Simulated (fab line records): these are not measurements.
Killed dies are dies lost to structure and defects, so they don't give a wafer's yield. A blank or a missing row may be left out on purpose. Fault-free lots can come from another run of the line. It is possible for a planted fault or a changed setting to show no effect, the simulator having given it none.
Which of the tools did it? | flow sfq line | 14 lots with 40 wafers sampled at 6 steps, on a route of 325 steps

## WHAT THE GAUGES SHOWED, per wafer
SFQ_I6_BOW_MEAS_941. Usual: I6_BOW 5 um, standard deviation 9.8.
lot  | measured     | on            | I6_BOW (um) | flag
L957 | day 63 13:28 | film metro-02 | 4 16 11     |
L958 | day 63 22:28 | film metro-04 | 11 13 10    |
L959 | day 64 00:15 | film metro-03 | -2 -6 2     |
L963 | day 72 15:38 | film metro-03 | 8 19 13     |
L969 | day 73 15:35 | film metro-04 | -15 -4      |
L970 | day 73 18:33 | film metro-02 | 11 17       |
L973 | day 75 00:26 | film metro-02 | -7 1 0      |
L974 | day 75 16:26 | film metro-02 | 15 8 12     |
L975 | day 76 07:28 | film metro-02 | 1 10 2      |
L976 | day 76 09:46 | film metro-04 | 15 9 7      |
L977 | day 76 10:26 | film metro-03 | 5 4 29      |
L978 | day 76 12:48 | film metro-02 | 2 -6 9      |
L979 | day 76 13:25 | film metro-04 | 12 11 4     |
L980 | day 76 15:49 | film metro-03 | 2 8 11      |

SFQ_M7_RS_MEAS_943: measures by four-point-probe. Usual: M7_NB_RS 0.886 ohm/sq, standard deviation 0.0073.
lot  | measured     | on            | M7_NB_RS (ohm/sq) | flag
L957 | day 68 08:20 | film metro-04 | 0.893 0.897 0.894 |
L958 | day 68 15:32 | film metro-04 | 0.891 0.890 0.881 |
L959 | day 68 17:55 | film metro-04 | 0.894 0.885 0.885 |
L963 | day 72 20:25 | film metro-02 | 0.886 0.877 0.883 |
L969 | day 74 00:28 | film metro-02 | 0.889 1.305       | OFF
L970 | day 74 04:11 | film metro-01 | 0.878 1.292       | OFF
L973 | day 77 14:01 | film metro-01 | 0.888 0.893 0.876 |
L974 | day 78 11:44 | film metro-01 | 0.893 0.881 0.887 |
L975 | day 79 13:42 | film metro-02 | 0.890 0.891 0.893 |
L976 | day 79 16:38 | film metro-04 | 0.881 0.879 0.879 |
L977 | day 79 19:40 | film metro-01 | 0.888 0.881 0.874 |
L978 | day 79 21:29 | film metro-02 | 0.897 0.884 0.877 |
L979 | day 79 22:38 | film metro-04 | 0.887 0.889 0.894 |
L980 | day 80 01:42 | film metro-04 | 0.869 0.869 0.882 |

SFQ_I7_BOW_MEAS_946. Usual: I7_BOW 6 um, standard deviation 10.
lot  | measured     | on            | I7_BOW (um) | flag
L957 | day 69 11:55 | film metro-01 | 1 12 8      |
L958 | day 70 05:55 | film metro-02 | 17 20 16    |
L959 | day 70 11:54 | film metro-02 | 9 4 13      |
L963 | day 73 02:55 | film metro-03 | 8 19 12     |
L969 | day 74 12:27 | film metro-02 | -12 -2      |
L970 | day 74 16:05 | film metro-01 | 14 19       |
L973 | day 77 21:26 | film metro-02 | -13 -5 -8   |
L974 | day 78 19:05 | film metro-01 | 19 12 15    |
L975 | day 79 20:20 | film metro-03 | 3 11 4      |
L976 | day 79 23:10 | film metro-01 | 12 6 3      |
L977 | day 80 02:10 | film metro-03 | 11 8 31     |
L978 | day 80 03:59 | film metro-01 | -1 -9 7     |
L979 | day 80 07:32 | film metro-03 | 11 13 4     |
L980 | day 80 10:20 | film metro-02 | -1 5 6      |

SFQ_M8_OVL_MEAS_948. Usual: M8_OVL 1 nm, standard deviation 5.2.
lot  | measured     | on         | M8_OVL (nm) | flag
L957 | day 71 10:44 | overlay-01 | 4 3 -1      |
L958 | day 71 22:44 | overlay-02 | -9 -10 -3   |
L959 | day 72 01:08 | overlay-02 | -4 -10 -4   |
L963 | day 73 11:20 | overlay-02 | 0 -1 5      |
L969 | day 77 00:55 | overlay-02 | 6 2         |
L970 | day 80 09:46 | overlay-01 | 9 12        |
L973 | day 81 11:57 | overlay-01 | -4 -5 -1    |
L974 | day 82 05:52 | overlay-02 | 5 0 6       |
L975 | day 82 22:30 | overlay-02 | 1 0 1       |
L976 | day 83 00:53 | overlay-02 | -8 -1 -4    |
L977 | day 83 06:53 | overlay-01 | 1 -3 3      |
L978 | day 83 09:17 | overlay-01 | -7 7 -8     |
L979 | day 83 11:41 | overlay-01 | 6 -1 -4     |
L980 | day 83 14:06 | overlay-01 | 12 6 10     |

## WHAT TOOL EACH LOT RAN ON (gives the tool, then ch and the chambers of the sampled wafers, and finally the start)
lot  | SFQ_TRILAYER_M7_DEP_SPUTTER_175 | SFQ_TRILAYER_M7_ETCH_METAL_ETCH_180
L957 | pvd sputter-05, day 68 08:13    | rie metal-04 ch 0,1, day 69 02:38
L958 | pvd sputter-06, day 68 15:25    | rie metal-03 ch 0,1, day 69 13:26
L959 | pvd sputter-03, day 68 17:50    | rie metal-04 ch 0,1, day 69 17:04
L963 | pvd sputter-06, day 72 20:19    | rie metal-03 ch 0,1, day 72 22:56
L969 | pvd sputter-05, day 74 00:20    | rie metal-02 ch 0, day 74 06:40
L970 | pvd sputter-05, day 74 04:06    | rie metal-04 ch 0,1, day 74 11:26
L973 | pvd sputter-03, day 77 13:54    | rie metal-04 ch 0, day 77 16:44
L974 | pvd sputter-03, day 78 11:38    | rie metal-02 ch 0,1, day 78 15:05
L975 | pvd sputter-05, day 79 13:33    | rie metal-04 ch 0,1, day 79 16:20
L976 | pvd sputter-06, day 79 16:33    | rie metal-03 ch 0, day 79 19:10
L977 | pvd sputter-03, day 79 19:33    | rie metal-02 ch 0,1, day 79 22:10
L978 | pvd sputter-05, day 79 21:21    | rie metal-03 ch 0,1, day 80 00:00
L979 | pvd sputter-06, day 79 22:33    | rie metal-02 ch 0,1, day 80 03:34
L980 | pvd sputter-03, day 80 01:33    | rie metal-04 ch 0,1, day 80 06:00
- SFQ_TRILAYER_M7_DEP_SPUTTER_175: material Nb, target thk 200 nm, time 133.3 s.
- SFQ_TRILAYER_M7_ETCH_METAL_ETCH_180: etches Nb in Cl2/Ar, stops on SiO2, target depth 240 nm, time 120 s.

## AS READ BY THE TOOLS THEMSELVES (means over the sampled wafers that have a number; for cases with no such wafer, the mark the record gives instead)
SFQ_TRILAYER_M7_DEP_SPUTTER_175. Usual: throttle valve pct reads 30.0 % (standard deviation 1.1).
lot  | tool           | throttle valve pct (%) | flag
L957 | pvd sputter-05 | 31.5                   |
L958 | pvd sputter-06 | 29.3                   |
L959 | pvd sputter-03 | 30.4                   |
L963 | pvd sputter-06 | 29.3                   |
L969 | pvd sputter-05 | 30.1                   |
L970 | pvd sputter-05 | 29.8                   |
L973 | pvd sputter-03 | 29.3                   |
L974 | pvd sputter-03 | 30.9                   |
L975 | pvd sputter-05 | 30.3                   |
L976 | pvd sputter-06 | 29.5                   |
L977 | pvd sputter-03 | 29.2                   |
L978 | pvd sputter-05 | 30.5                   |
L979 | pvd sputter-06 | 30.0                   |
L980 | pvd sputter-03 | 30.0                   |

SFQ_TRILAYER_M7_ETCH_METAL_ETCH_180. Usual: drypump motor current A 5.9 A, standard deviation 0.53; oes product au 0.896 a.u., standard deviation 0.0064.
lot  | tool         | drypump motor current A (A) | oes product au (a.u.) | flag
L957 | rie metal-04 | 5.6                         | 0.886                 |
L958 | rie metal-03 | 5.6                         | 0.898                 |
L959 | rie metal-04 | 5.6                         | 0.890                 |
L963 | rie metal-03 | 5.6                         | 0.901                 |
L969 | rie metal-02 | 6.6                         | 0.810                 | OFF
L970 | rie metal-04 | 5.8                         | 0.818                 | OFF
L973 | rie metal-04 | 6.2                         | 0.900                 |
L974 | rie metal-02 | 6.4                         | 0.895                 |
L975 | rie metal-04 | 5.9                         | 0.893                 |
L976 | rie metal-03 | 5.9                         | 0.900                 |
L977 | rie metal-02 | 6.4                         | 0.900                 |
L978 | rie metal-03 | 5.7                         | 0.896                 |
L979 | rie metal-02 | 6.1                         | 0.897                 |
L980 | rie metal-04 | 5.9                         | 0.906                 |

## THE ANSWER, worked out from the rows above alone
Rule: take the mean of a lot's wafers that have a number; if it is more than 3 standard deviations from the usual mean, the lot is off. Also off: a lot with no number at a reading for which 4 or more lots have one. Where the step has rows for the other lots, those lots are counted as sound. The gauges are gone through in route order, then the tools' own readings, and for those a lot's mean is taken as printed above. The first step at which some lot is off is used, and at that step the reading that is off furthest; a lot without a number counts as furthest.
Off: at SFQ_M7_RS_MEAS_943 (M7_NB_RS), L969, L970.
A tool fits if, at a process step before that reading, it ran every lot that is off, and no sound lot after the first of them. The gauges at SFQ_M7_RS_MEAS_943 aren't tried: what is off there is off at SFQ_TRILAYER_M7_ETCH_METAL_ETCH_180 too, on other tools, and a gauge's error can't cause that. None of those tried fits.

## WHAT WAS PUT IN BY THE SIMULATOR
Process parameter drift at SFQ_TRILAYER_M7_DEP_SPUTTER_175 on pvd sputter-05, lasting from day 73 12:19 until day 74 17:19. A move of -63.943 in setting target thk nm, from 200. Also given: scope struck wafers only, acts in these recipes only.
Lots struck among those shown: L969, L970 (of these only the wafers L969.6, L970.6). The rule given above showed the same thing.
